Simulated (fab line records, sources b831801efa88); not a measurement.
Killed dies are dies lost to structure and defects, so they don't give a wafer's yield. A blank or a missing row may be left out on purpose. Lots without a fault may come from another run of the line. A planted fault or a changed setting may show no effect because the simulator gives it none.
Which tool did it? | flow sky130 | 14 lots, 42 wafers sampled, at 2 steps of a route of 708

WHAT THE GAUGES READ, wafer by wafer
SKY_VIA2_BOW_MEAS_03. Usual: VIA2_BOW 85 um, standard deviation 7.4.
lot  | measured     | on            | VIA2_BOW (um) | flag
L786 | day 35 02:35 | film_metro-02 | 89 78 90      |
L787 | day 35 15:41 | film_metro-02 | 88 95 93      |
L791 | day 37 09:55 | film_metro-03 | 90 76 100     |
L793 | day 37 15:04 | film_metro-03 | 88 74 83      |
L794 | day 37 19:32 | film_metro-02 | 83 82 87      |
L797 | day 39 15:44 | film_metro-01 | 83 89 90      |
L800 | day 39 20:11 | film_metro-02 | 88 75 94      |
L804 | day 40 20:21 | film_metro-01 | 84 76 82      |
L803 | day 40 22:23 | film_metro-02 | 87 83 83      |
L805 | day 41 01:25 | film_metro-03 | 80 92 97      |
L806 | day 41 23:12 | film_metro-01 | 95 98 87      |
L808 | day 42 02:23 | film_metro-01 | 85 71 90      |
L807 | day 42 03:05 | film_metro-03 | 86 82 96      |
L809 | day 42 05:40 | film_metro-03 | 89 80 74      |

SKY_CAPM_THK_MEAS_01. Usual: CAPM_CVD_00_THK 15.59 nm, standard deviation 0.27.
lot  | measured     | on            | CAPM_CVD_00_THK (nm) | flag
L786 | day 36 05:50 | film_metro-04 | 16.07 15.79 15.91    |
L787 | day 36 18:43 | film_metro-03 | 15.60 15.68 15.95    |
L791 | day 38 13:02 | film_metro-01 | 15.85 15.54 15.93    |
L793 | day 38 18:31 | film_metro-03 | 15.26 15.70 15.93    |
L794 | day 38 23:12 | film_metro-04 | 15.52 15.44 15.72    |
L797 | day 40 18:22 | film_metro-03 | 15.44 15.29 15.53    |
L800 | day 40 22:15 | film_metro-03 | 15.74 15.66 15.62    |
L804 | day 41 22:10 | film_metro-04 | 15.71 15.49 15.52    |
L803 | day 41 23:40 | film_metro-03 | 15.21 15.64 15.85    |
L805 | day 42 02:58 | film_metro-04 | 15.49 15.41 15.65    |
L806 | day 43 00:28 | film_metro-03 | 15.90 15.55 16.26    |
L808 | day 43 03:43 | film_metro-01 | 15.14 15.29 15.45    |
L807 | day 43 04:13 | film_metro-04 | 15.30 15.52 15.42    |
L809 | day 43 07:00 | film_metro-03 | 14.94 15.45 15.25    |

WHICH TOOL RAN EACH LOT (tool, then ch and the chambers of the sampled wafers, then the start)
The record holds no process step before these readings.

WHAT THE TOOLS THEMSELVES READ (means of the sampled wafers that have a number; where no wafer has one, the mark that the record gives instead)
The record holds no such reading with a usual standard deviation.

THE ANSWER, worked out from the rows above alone
Rule: a lot is off if the mean of its wafers that have a number lies more than 3 standard deviations from the usual mean. A lot without any number at a reading at which 4 lots or more have one is off too. The other lots that the step has rows for count as sound. The gauges are gone through in route order, then the tools' own readings, and for those a lot's mean is taken as printed above. The first step at which some lot is off is used, and at that step the reading that is off furthest; a lot without a number counts as furthest.
No lot is off at any reading shown: from this, nothing can be told.

WHAT THE SIMULATOR HAD PUT IN
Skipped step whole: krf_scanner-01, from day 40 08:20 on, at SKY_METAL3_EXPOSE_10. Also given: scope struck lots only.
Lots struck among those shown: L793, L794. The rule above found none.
